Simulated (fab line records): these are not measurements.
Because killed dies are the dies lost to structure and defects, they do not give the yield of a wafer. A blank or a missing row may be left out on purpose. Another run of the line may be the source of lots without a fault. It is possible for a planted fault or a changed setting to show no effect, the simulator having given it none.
What tool caused it?    flow gf180mcu    Sampling: 11 lots, 33 wafers, 4 of 602 route steps

WHAT THE GAUGES READ, wafer by wafer
GF_HV_LDD_CD_MEAS_31: target cd 400 nm.
lot   measured      on         cd_nm (nm)
L379  day 11 16:52  cd_sem-01  399.9 398.5 401.0
L380  day 12 03:25  cd_sem-01  397.8 398.1 400.1
L382  day 12 17:28  cd_sem-01  394.5 394.3 393.9
L386  day 14 07:25  cd_sem-01  399.4 399.3 400.4
L387  day 14 11:19  cd_sem-02  402.1 404.2 401.6
L389  day 15 02:08  cd_sem-01  398.4 396.1 396.7
L390  day 15 08:07  cd_sem-02  400.2 400.5 398.7
L391  day 15 18:37  cd_sem-02  399.3 398.6 400.7
L394  day 16 17:46  cd_sem-02  - - -
L396  day 17 19:42  cd_sem-02  397.8 398.1 396.8
L397  day 17 20:25  cd_sem-01  403.3 400.7 401.4

TOOL THAT RAN EACH LOT (tool first, then ch and the chambers of the sampled wafers, then the start)
lot   GF_VT_IMPLANT_STRIP_31                GF_HV_LDD_STRIP_10                    GF_HV_LDD_EXPOSE_28
L379  plasma_asher-02 ch 0,1, day 7 01:29   plasma_asher-01 ch 0,1, day 10 04:09  iline_stepper-02 ch 0, day 11 07:38
L380  plasma_asher-02 ch 0, day 7 10:16     plasma_asher-03 ch 0,1, day 10 14:34  iline_stepper-01 ch 0, day 11 18:32
L382  plasma_asher-04 ch 0,1, day 7 21:09   plasma_asher-03 ch 0,1, day 11 03:01  iline_stepper-01 ch 0, day 12 07:52
L386  plasma_asher-04 ch 0,1, day 9 06:18   plasma_asher-03 ch 0,1, day 12 15:19  iline_stepper-02 ch 0, day 13 21:20
L387  plasma_asher-01 ch 0,1, day 9 07:48   plasma_asher-01 ch 0,1, day 12 19:01  iline_stepper-02 ch 0, day 14 01:37
L389  plasma_asher-01 ch 0,1, day 9 22:00   plasma_asher-03 ch 0,1, day 13 09:25  iline_stepper-02 ch 0, day 14 16:08
L390  plasma_asher-02 ch 0,1, day 10 04:43  plasma_asher-02 ch 0,1, day 13 15:22  iline_stepper-01 ch 0, day 14 22:47
L391  plasma_asher-04 ch 1, day 10 10:18    plasma_asher-01 ch 0,1, day 14 00:58  iline_stepper-02 ch 0, day 15 07:56
L394  plasma_asher-02 ch 0,1, day 11 06:21  plasma_asher-03 ch 0,1, day 14 23:28  iline_stepper-01 ch 0, day 16 07:14
L396  plasma_asher-04 ch 0,1, day 11 22:08  plasma_asher-01 ch 0,1, day 15 22:45  iline_stepper-01 ch 0, day 17 08:03
L397  plasma_asher-02 ch 0,1, day 12 01:02  plasma_asher-03 ch 0,1, day 15 23:15  iline_stepper-01 ch 0, day 17 08:40
- GF_VT_IMPLANT_STRIP_31: strips in O2/N2.
- GF_HV_LDD_STRIP_10: strips in O2/N2.
- GF_HV_LDD_EXPOSE_28: exposes mask Nplus HV AREA, target cd 400 nm.

THE ANSWER, worked out from the rows above alone
Rule: the usual values come from the lots themselves. The widest of any qualifying gaps counts: lots, ordered by their means at a reading, are off when they make up no more than a third of the lots, leave a main group of 4 or more, and stand apart from it by 3 or more times the standard deviation of that group's means. The tables above print the reading to a certain number of digits; a main group whose means all agree to those digits is not used. Also off: a lot with no number at a reading for which 4 or more lots have one. The other lots that the step has rows for count as sound.
Off: L394, at GF_HV_LDD_CD_MEAS_31 (cd_nm). Without a number there: L394. For the main group the mean is 399.1 nm and the standard deviation 2.3.
A tool fits if, at a process step before that reading, it ran every lot that is off, and no sound lot after the first of them. The gauges at GF_HV_LDD_CD_MEAS_31 are tried like those tools. Of those tried, none fits.

WHAT HAD BEEN PUT IN BY THE SIMULATOR
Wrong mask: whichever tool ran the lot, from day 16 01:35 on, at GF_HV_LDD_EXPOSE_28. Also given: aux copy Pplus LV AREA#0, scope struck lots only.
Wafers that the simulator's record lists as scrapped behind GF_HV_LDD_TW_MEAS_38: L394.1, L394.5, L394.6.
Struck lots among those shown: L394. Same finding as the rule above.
